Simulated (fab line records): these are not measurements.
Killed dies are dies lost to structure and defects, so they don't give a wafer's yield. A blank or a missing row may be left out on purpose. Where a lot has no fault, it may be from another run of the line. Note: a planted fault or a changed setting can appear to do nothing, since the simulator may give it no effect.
fab line records	flow sky130
[record] lots = 6	wafers = 17	lastDay = 49
route steps=708 shown CAP2M@620 METAL4@621 PAD_OPEN@708
lots with no fault: from the same line, run without faults
startH: hours from the record's opening day to when the first of the lot's shown wafers began	waitH: hours elapsed since this lot's preceding step	" same as the row above	L1.1+2: a single row standing in for several wafers	- value missing, or start not given	* or withheld: withheld	< > ~ a bound
route shown NAME@n: NAME is a module with steps in the file, n the number in the route of the first one	usual: mean and standard deviation over wafers with no fault	same: alike in all rows	chamber/n: place in a boat	sites: per-site readings	_std_site: standard deviation of those values	_edge_site: inner sites' mean taken away from outer sites' mean	radiusMm: for every site, how far away it sits from the centre of the wafer	mask NAME#n: copy n	behind: the last tool/chamber to shape the wafer	hold: the reason the lot was held/the length of the hold in hours/how it ended	device: the n, p or np transistor that did not switch	end of line: the same wafers' tests at the end of the route	a step given without rows: its recipe and nothing more	killed: dies that structure and defects cost at the first sort, which is not the same as the wafer's yield	map: dies across one wafer; x = killed, . = not, _ = none there
set.NAME: setting as actually run; set.NAME@STEP: the setting as run at that earlier step	model.NAME: the simulator's own value behind a step, which no gauge read
lots at some steps of the route; a table a step, a row a wafer
services: the hour from which a tool's chamber was out of use, counted from the record's first day as startH (under 0 if before that day), plus the number of hours and why
[[steps]]
[step SKY_CAP2M_CLEAN_17]
[recipe] chemistry = O3/DIW	dry = n2Spin
[step SKY_METAL4_DEHYDRATE_05]
[recipe] tempC = 200	timeS = 60
[step SKY_METAL4_HMDS_06]
[recipe] primeTimeS = 60	primeTempC = 120
[step SKY_METAL4_COAT_07]
[recipe] resist = BARC	tempC = withheld	timeS = withheld	spinRpm = 3000	resistThkNm = 60
[step SKY_METAL4_COAT_08]
[recipe] resist = KrF-thick	spinRpm = 3000	resistThkNm = 1140
[step SKY_METAL4_SOFTBAKE_09]
[recipe] tempC = 100	timeS = 90	resist = KrF-thick
[step SKY_METAL4_EXPOSE_10]
[recipe] maskId = MM4	na = 0.68	sourceShape = annular	sigmaInner = 0.4	sigmaOuter = 0.8	targetCdNm = 300	doseMj = 28
[step SKY_METAL4_PEB_11]
[recipe] pebTempC = withheld	pebTimeS = withheld	resist = KrF-thick
[step SKY_METAL4_DEVELOP_12]
[recipe] developTimeS = 60	resist = KrF-thick	devTempC = 21
[step SKY_METAL4_CD_MEAS_13]
[recipe] targetCdNm = 300
[usual] cdNm = 299.7/1.3
lot.wafer	tool	chamber	startH	waitH	cdNm
L389.1	cdSem-02	-	1046.96	-	299.6
L389.2	"	-	"	"	297.0
L389.5	"	-	"	"	296.8
L388.1	cdSem-02	-	1051.71	-	299.7
L388.2	"	-	"	"	299.9
L391.1	cdSem-01	-	1059.26	-	299.0
L391.5	"	-	"	"	297.6
L391.6	"	-	"	"	297.9
L392.3	cdSem-02	-	1068.25	-	300.7
L392.5	"	-	"	"	299.8
L392.6	"	-	"	"	302.8
L395.1	cdSem-02	-	1081.86	-	299.5
L395.5	"	-	"	"	299.7
L395.6	"	-	"	"	297.8
L396.1	cdSem-01	-	1090.12	-	298.4
L396.3	"	-	"	"	298.9
L396.5	"	-	"	"	299.9
[step SKY_METAL4_OVL_MEAS_14]
[usual] METAL4_OVL = -4/4.8
lot.wafer	tool	chamber	startH	waitH	METAL4_OVL[nm]
L389.1	overlay-01	-	1047.08	0.1	0
L389.2	"	-	"	"	-3
L389.5	"	-	"	"	-5
L388.1	overlay-01	-	1051.83	0.1	-9
L388.2	"	-	"	"	-9
L391.1	overlay-01	-	1059.38	0.1	-12
L391.5	"	-	"	"	-13
L391.6	"	-	"	"	-4
L392.3	overlay-01	-	1068.35	0.1	-7
L392.5	"	-	"	"	-6
L392.6	"	-	"	"	-4
L395.1	overlay-02	-	1081.98	0.1	1
L395.5	"	-	"	"	-5
L395.6	"	-	"	"	1
L396.1	overlay-02	-	1090.24	0.1	-2
L396.3	"	-	"	"	-4
L396.5	"	-	"	"	-8
[step SKY_METAL4_DESCUM_15]
[recipe] chemistry = O2	sourcePowerW = 150	biasPowerW = 0	pressureMtorr = 10	tempC = 40	timeS = 8
[usual] chamberPressureMTorr = 10.001/0.0093	drypumpMotorCurrentA = 5.6/0.34	oesProductAu = 0.994/0.0066
lot.wafer	tool	chamber	startH	waitH	chamberPressureMTorr	drypumpMotorCurrentA	oesProductAu	rfHoursCounterH
L389.1	rieMetal-02	1	1047.12	0.0	10.008	5.6	0.987	7
L389.2	"	0	"	"	9.984	5.0	0.980	18
L389.5	"	0	"	"	10.003	5.0	0.997	-
L388.1	rieMetal-02	0	1051.87	0.0	9.994	5.0	0.993	18
L388.2	"	1	"	"	10.025	5.6	0.993	7
L391.1	rieMetal-04	1	1059.42	0.0	10.008	5.8	0.998	22
L391.5	"	0	"	"	10.005	6.0	1.010	-
L391.6	"	1	"	"	10.000	5.9	0.999	-
L392.3	rieMetal-02	0	1068.38	0.0	10.008	5.1	0.993	-
L392.5	"	0	"	"	9.995	5.0	0.993	-
L392.6	"	1	"	"	9.979	5.5	1.000	-
L395.1	rieMetal-03	1	1082.02	0.0	9.993	5.4	1.004	21
L395.5	"	1	"	"	10.002	5.4	0.996	-
L395.6	"	0	"	"	10.003	5.8	0.988	-
L396.1	rieMetal-03	0	1090.27	0.0	10.004	5.9	1.001	16
L396.3	"	1	"	"	10.005	5.4	1.002	-
L396.5	"	1	"	"	10.012	5.4	1.003	-
[step SKY_METAL4_ETCH_16]
[recipe] chemistry = N2/H2	target = BARC	ionEnergyEv = 200	biasW = 100	pressureMtorr = 30	n2FlowSccm = 100	h2FlowSccm = 200	icpW = 500	stopOn = SiO2	timeS = 88.2	targetDepthA = 600
[usual] chamberPressureMTorr = 29.999/0.028	drypumpMotorCurrentA = 5.6/0.34	n2FlowSccm = 100.0/0.3	oesProductAu = 0.626/0.0043	throttleValvePct = 13.204/0.0096
lot.wafer	tool	chamber	startH	waitH	chamberPressureMTorr	drypumpMotorCurrentA	n2FlowSccm	oesProductAu	rfHoursCounterH	throttleValvePct	model.KrF-thick_of_METAL4_COAT_08.thkNm	model.METAL4.cdNm
L389.1	rieMetal-02	1	1047.15	0.0	29.985	5.6	99.7	0.629	7	13.213	1081	300.5
L389.2	"	0	"	"	30.010	5.0	100.1	0.630	18	13.191	1076	296.3
L389.5	"	0	"	"	29.959	5.0	100.2	0.632	-	13.211	1080	296.6
L388.1	rieMetal-02	0	1051.90	0.0	29.969	5.0	100.4	0.621	18	13.198	1092	302.5
L388.2	"	1	"	"	29.955	5.5	100.0	0.628	7	13.188	1080	300.2
L391.1	rieMetal-04	1	1059.45	0.0	30.027	5.9	100.2	0.637	22	13.198	1080	299
L391.5	"	0	"	"	30.029	6.0	99.7	0.628	-	13.198	1082	297.6
L391.6	"	1	"	"	30.037	5.8	100.5	0.623	-	13.208	1082	297.6
L392.3	rieMetal-02	0	1068.43	0.0	30.032	5.0	99.4	0.625	-	13.200	1088	303.3
L392.5	"	0	"	"	30.040	5.0	99.8	0.625	-	13.204	1087	302.6
L392.6	"	1	"	"	30.010	5.6	100.0	0.630	-	13.207	1077	302.7
L395.1	rieMetal-03	1	1082.05	0.0	29.994	5.4	99.7	0.622	21	13.207	1075	300.3
L395.5	"	1	"	"	30.014	5.4	99.6	0.621	-	13.202	1079	300.5
L395.6	"	0	"	"	29.994	5.8	100.2	0.626	-	13.193	1075	294.8
L396.1	rieMetal-03	0	1090.31	0.0	30.052	5.8	99.9	0.620	16	13.200	1080	295.4
L396.3	"	1	"	"	29.994	5.4	99.4	0.620	-	13.224	1079	299.9
L396.5	"	1	"	"	30.056	5.4	99.7	0.630	-	13.213	1077	300.9
[step SKY_METAL4_ETCH_17]
[recipe] target = SiO2	stopOn = TiN	chemistry = C4F8/O2/Ar	sourceW = 1500	biasW = 1200	pressureMtorr = 40	c4f8FlowSccm = withheld	O2_flow_sccm = 6	Ar_flow_sccm = 300	timeS = 3.9	targetDepthA = 150
[usual] chamberPressureMTorr = 39.99/0.061	oesProductAu = 0.754/0.0076
lot.wafer	tool	chamber	startH	waitH	chamberPressureMTorr	oesProductAu	rfHoursCounterH	model.METAL4.cdNm
L389.1	rieDiel-03	2	1047.25	0.1	39.96	0.740	3	300.4
L389.2	"	3	"	"	40.03	0.737	15	296.3
L389.5	"	2	"	"	40.01	0.759	-	296.5
L388.1	rieDiel-01	0	1052.00	0.1	40.03	0.748	9	302.3
L388.2	"	1	"	"	39.96	0.764	10	300.2
L391.1	rieDiel-01	0	1059.55	0.1	40.01	0.749	9	298.9
L391.5	"	3	"	"	39.97	0.761	-	297.7
L391.6	"	2	"	"	40.01	0.741	-	297.6
L392.3	rieDiel-03	0	1068.50	0.0	39.99	0.757	14	303.2
L392.5	"	2	"	"	39.97	0.753	-	302.5
L392.6	"	3	"	"	39.95	0.754	-	302.7
L395.1	rieDiel-04	3	1082.15	0.1	39.96	0.765	22	300.5
L395.5	"	3	"	"	39.97	0.763	-	300.6
L395.6	"	2	"	"	39.93	0.756	-	294.9
L396.1	rieDiel-01	0	1090.40	0.1	40.04	0.754	10	295.3
L396.3	"	1	"	"	39.95	0.752	11	299.9
L396.5	"	1	"	"	40.00	0.755	-	300.9
[step SKY_METAL4_METAL_ETCH_18]
[recipe] targetDepthA = 8450	stopOn = SiO2	overEtchFrac = 0.3	timeS = 183.1	chemistry = Cl2/BCl3	resistSidewallDeg = 88	pressureMtorr = 10	icpW = 900	biasW = 48.5	Cl2_flow_sccm = 60	bcl3FlowSccm = 30
[usual] chamberPressureMTorr = 10.001/0.0093	drypumpMotorCurrentA = 5.7/0.33	oesProductAu = 0.868/0.0074	throttleValvePct = 22.266/0.0089
lot.wafer	tool	chamber	startH	waitH	chamberPressureMTorr	drypumpMotorCurrentA	oesProductAu	rfHoursCounterH	throttleValvePct	model.KrF-thick_of_METAL4_COAT_08.thkNm
L389.1	rieMetal-04	0	1047.27	0.0	10.026	6.0	0.876	7	22.277	528.1
L389.2	"	1	"	"	9.993	5.8	0.861	21	22.255	528.9
L389.5	"	0	"	"	10.008	6.1	0.858	-	22.276	528.4
L388.1	rieMetal-04	0	1052.02	0.0	10.012	6.1	0.866	7	22.270	537.2
L388.2	"	1	"	"	10.015	5.8	0.865	22	22.279	532.5
L391.1	rieMetal-03	0	1059.57	0.0	9.998	5.8	0.878	14	22.269	520.7
L391.5	"	1	"	"	9.994	5.4	0.877	-	22.254	524.9
L391.6	"	0	"	"	9.995	5.8	0.875	-	22.273	530.8
L392.3	rieMetal-03	1	1068.58	0.1	10.012	5.4	0.881	-	22.263	541.2
L392.5	"	0	"	"	9.998	5.9	0.885	-	22.253	541.9
L392.6	"	1	"	"	10.001	5.4	0.881	-	22.250	529.7
L395.1	rieMetal-04	0	1082.17	0.0	9.999	6.1	0.869	10	22.257	526.1
L395.5	"	0	"	"	9.980	6.1	0.871	-	22.251	535.4
L395.6	"	1	"	"	10.001	5.9	0.875	-	22.257	527.6
L396.1	rieMetal-02	1	1090.42	0.0	9.993	5.5	0.880	10	22.239	543.6
L396.3	"	1	"	"	10.006	5.5	0.875	-	22.278	535.8
L396.5	"	0	"	"	10.007	5.0	0.873	-	22.273	541.8
[step SKY_METAL4_STRIP_19]
[recipe] chemistry = O2/N2	powerW = 1400	pressureMtorr = 1500	platenTempC = withheld	o2FlowSccm = 3000	n2FlowSccm = 300	overashFraction = 0.5
[usual] chamberPressureMTorr = 1499.9/1.4	drypumpMotorCurrentA = 5.6/0.48	n2FlowSccm = 300.0/0.85	oesProductAu = 0.505/0.0052	stripTimeToEndpointS = 6.58/0.065
lot.wafer	tool	chamber	startH	waitH	chamberPressureMTorr	drypumpMotorCurrentA	n2FlowSccm	oesProductAu	rfHoursCounterH	stripTimeToEndpointS
L389.1	plasmaAsher-03	1	1047.44	0.1	1498.8	6.2	299.9	0.504	29	6.55
L389.2	"	0	"	"	1500.2	5.7	299.4	0.505	29	6.56
L389.5	"	0	"	"	1500.4	5.7	299.2	0.509	-	6.55
L388.1	plasmaAsher-02	1	1052.19	0.1	1498.0	5.8	301.1	0.506	89	6.64
L388.2	"	0	"	"	1496.6	4.8	299.3	0.507	89	6.57
L391.1	plasmaAsher-02	0	1059.75	0.1	1499.6	4.8	299.0	0.497	90	6.46
L391.5	"	0	"	"	1501.3	4.8	299.0	0.505	-	6.51
L391.6	"	1	"	"	1498.5	5.8	299.4	0.509	-	6.57
L392.3	plasmaAsher-03	0	1068.73	0.1	1501.8	5.6	299.7	0.508	-	6.66
L392.5	"	0	"	"	1500.6	5.6	300.4	0.508	-	6.70
L392.6	"	1	"	"	1498.9	6.2	300.3	0.500	-	6.58
L395.1	plasmaAsher-03	0	1082.35	0.1	1499.8	5.7	299.9	0.496	33	6.51
L395.5	"	1	"	"	1501.6	6.1	299.5	0.506	-	6.63
L395.6	"	0	"	"	1501.1	5.7	299.7	0.503	-	6.53
L396.1	plasmaAsher-04	0	1090.60	0.1	1499.5	6.0	299.9	0.510	68	6.69
L396.3	"	1	"	"	1499.2	5.9	300.2	0.498	-	6.62
L396.5	"	0	"	"	1500.4	6.0	300.9	0.512	-	6.67
[step SKY_PAD_OPEN_PROBE_99]
[usual] defectLimitedYield = 82.7/2.1	killed_at_M0_to_M3 = 43/7.2	killed_at_M4_up = 3.2/1.8	killedAtContacts = 23/5.6	killedAtFrontEnd = 15/4.6	killedAtOther = 0.3/0.71	killedDies = 85/10	killedOpen = 46/7.8	killedShort = 38/6.5	sort_bin_3_pad_short = 0.8/0.38	sort_bin_5_function = 10.2/1.5	sort_bin_6_memory = 6.3/1.2	sortNPass = 407/10	sortYieldPct = 82.7/2.1
[same] grossDies = 492	killedAtBackSide = 0	sort_bin_4_leakage[%] = 0	sort_bin_8_speed[%] = 0
lot.wafer	tool	chamber	startH	waitH	defectLimitedYield[%]	killed_at_M0_to_M3	killed_at_M4_up	killedAtContacts	killedAtFrontEnd	killedAtOther	killedDies	killedOpen	killedShort	sort_bin_3_pad_short[%]	sort_bin_5_function[%]	sort_bin_6_memory[%]	sortNPass	sortYieldPct[%]
L389.1	prober-01	-	1134.85	0.1	80.7	38	3	32	20	2	95	58	35	0.4	11.4	7.5	397	80.7
L389.2	prober-01	-	1134.90	0.1	81.9	33	4	31	20	1	89	51	37	0.8	10.0	7.3	403	81.9
L389.5	prober-01	-	1135.05	0.2	80.3	48	3	29	16	1	97	58	38	0.6	13.6	5.5	395	80.3
L388.1	prober-02	-	1139.19	0.1	85.4	37	4	14	16	1	72	42	27	0.4	8.5	5.7	420	85.4
L391.1	prober-01	-	1146.94	0.1	83.1	39	3	25	16	0	83	39	44	0.6	11.0	5.3	409	83.1
L391.5	prober-01	-	1147.14	0.2	80.1	48	4	25	18	3	98	54	43	1.0	14.0	4.9	394	80.1
L391.6	prober-01	-	1147.19	0.2	83.5	41	4	20	16	0	81	47	33	1.0	9.3	6.1	411	83.5
L392.3	prober-02	-	1153.54	0.2	82.9	48	2	18	16	0	84	53	31	0.4	9.6	7.1	408	82.9
L392.5	prober-02	-	1153.64	0.2	85.0	41	1	19	12	1	74	40	34	0.6	9.8	4.7	418	85.0
L395.1	prober-01	-	1165.44	0.1	83.3	43	4	18	16	1	82	47	35	0.8	10.8	5.1	410	83.3
L395.5	prober-01	-	1165.64	0.2	79.9	48	6	30	14	1	99	46	53	0.8	13.6	5.7	393	79.9
L395.6	prober-01	-	1165.69	0.2	81.7	41	4	27	17	1	90	44	44	0.8	11.4	6.1	402	81.7
// killed by level:class
L389.1 CONTACT:geometricParticle:open=12 POLY_GATE:geometricParticle:open=9 VIA1:geometricParticle:open=8 LI_CONTACT:geometricParticle:open=7 LOCAL_INTERCONNECT:geometricParticle:short=5 CONTACT:geometricParticle:short=5 VIA1:geometricParticle:short=4 METAL2:geometricParticle:open=4
L389.2 LI_CONTACT:geometricParticle:open=9 CONTACT:geometricParticle:open=9 VIA1:geometricParticle:open=9 VIA3:geometricParticle:open=7 CONTACT:geometricParticle:short=7 FIELD_ISO:geometricParticle:short=6 FIELD_ISO:geometricParticle:open=5 POLY_GATE:geometricParticle:open=5
L389.5 VIA1:geometricParticle:open=10 CONTACT:geometricParticle:open=9 VIA3:geometricParticle:open=8 CONTACT:geometricParticle:short=7 VIA2:geometricParticle:open=6 LI_CONTACT:geometricParticle:open=5 METAL2:geometricParticle:short=5 FIELD_ISO:geometricParticle:short=4
L388.1 VIA1:geometricParticle:open=9 FIELD_ISO:geometricParticle:open=7 LI_CONTACT:geometricParticle:open=5 VIA2:geometricParticle:open=4 CONTACT:geometricParticle:open=4 VIA1:geometricParticle:short=4 METAL2:geometricParticle:short=4 METAL3:geometricParticle:short=4
L391.1 CONTACT:geometricParticle:open=10 METAL2:geometricParticle:short=8 VIA1:geometricParticle:open=6 FIELD_ISO:geometricParticle:short=5 METAL1:geometricParticle:short=5 LOCAL_INTERCONNECT:geometricParticle:short=5 VIA2:geometricParticle:open=5 METAL3:geometricParticle:short=4
L391.5 VIA1:geometricParticle:open=13 VIA2:geometricParticle:open=10 METAL3:geometricParticle:short=9 CONTACT:geometricParticle:open=9 LI_CONTACT:geometricParticle:open=6 FIELD_ISO:geometricParticle:open=5 LOCAL_INTERCONNECT:geometricParticle:short=5 METAL1:geometricParticle:short=4
L391.6 VIA1:geometricParticle:open=14 VIA2:geometricParticle:open=8 CONTACT:geometricParticle:open=7 FIELD_ISO:geometricParticle:short=5 CONTACT:geometricParticle:short=5 VIA2:geometricParticle:short=5 VIA3:geometricParticle:open=5 POLY_GATE:geometricParticle:open=4
L392.3 VIA2:geometricParticle:open=12 VIA1:geometricParticle:open=10 LI_CONTACT:geometricParticle:open=6 LOCAL_INTERCONNECT:geometricParticle:short=6 METAL2:geometricParticle:short=5 CONTACT:geometricParticle:open=4 VIA3:geometricParticle:open=4 FIELD_ISO:geometricParticle:open=3
L392.5 METAL1:geometricParticle:short=7 FIELD_ISO:geometricParticle:open=6 METAL3:geometricParticle:short=6 LI_CONTACT:geometricParticle:open=6 METAL2:geometricParticle:short=6 VIA2:geometricParticle:open=6 VIA3:geometricParticle:open=6 VIA1:geometricParticle:open=5
L395.1 VIA1:geometricParticle:open=11 VIA3:geometricParticle:open=8 METAL1:geometricParticle:short=7 CONTACT:geometricParticle:open=6 VIA2:geometricParticle:open=6 POLY_GATE:geometricParticle:short=5 POLY_GATE:geometricParticle:open=4 METAL4:geometricParticle:short=4
L395.5 CONTACT:geometricParticle:open=12 VIA1:geometricParticle:open=11 METAL1:geometricParticle:short=8 METAL2:geometricParticle:short=7 LI_CONTACT:geometricParticle:open=6 CONTACT:geometricParticle:short=6 METAL3:geometricParticle:short=5 METAL4:geometricParticle:short=5
L395.6 CONTACT:geometricParticle:open=10 VIA1:geometricParticle:open=8 METAL2:geometricParticle:short=6 LI_CONTACT:geometricParticle:open=6 POLY_GATE:geometricParticle:open=5 VIA2:geometricParticle:short=5 VIA3:geometricParticle:open=5 LOCAL_INTERCONNECT:geometricParticle:short=4
[[services]]
tool	chamber	startH	hours	kind
rieMetal-02	-	1059.96	1.4	pm
rieDiel-04	2	1068.15	3.8	repair
rieDiel-01	2	1070.93	2.9	repair
rieDiel-03	0	1071.10	20.6	repair
rieDiel-01	1	1073.00	3.9	repair
rieDiel-01	1	1076.89	2.8	repair
rieDiel-01	-	1087.16	0.8	repair
[[key]]
firstSign none at tools or gauges
[modelEffect] step = SKY_METAL4_ETCH_16	value = KrF-thick_of_METAL4_COAT_08.thkNm	without = 1078	struck = 1089
[modelEffect] step = SKY_METAL4_ETCH_17	value = METAL4.cdNm	without = 298.8	struck = 302.6
[modelEffect] step = SKY_METAL4_METAL_ETCH_18	value = KrF-thick_of_METAL4_COAT_08.thkNm	without = 528.8	struck = 540.1
metAt SKY_METAL4_ETCH_16
struckWafers L388.1,L392.3,L392.5
onsetBetween 1047.15 1051.90
[fault] kind = processParameterDrift	tool = rieMetal-02	chamber = 0	onsetH = 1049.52	steps = SKY_METAL4_ETCH_16	channel = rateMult	offset = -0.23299	shape = step	endH = 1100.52
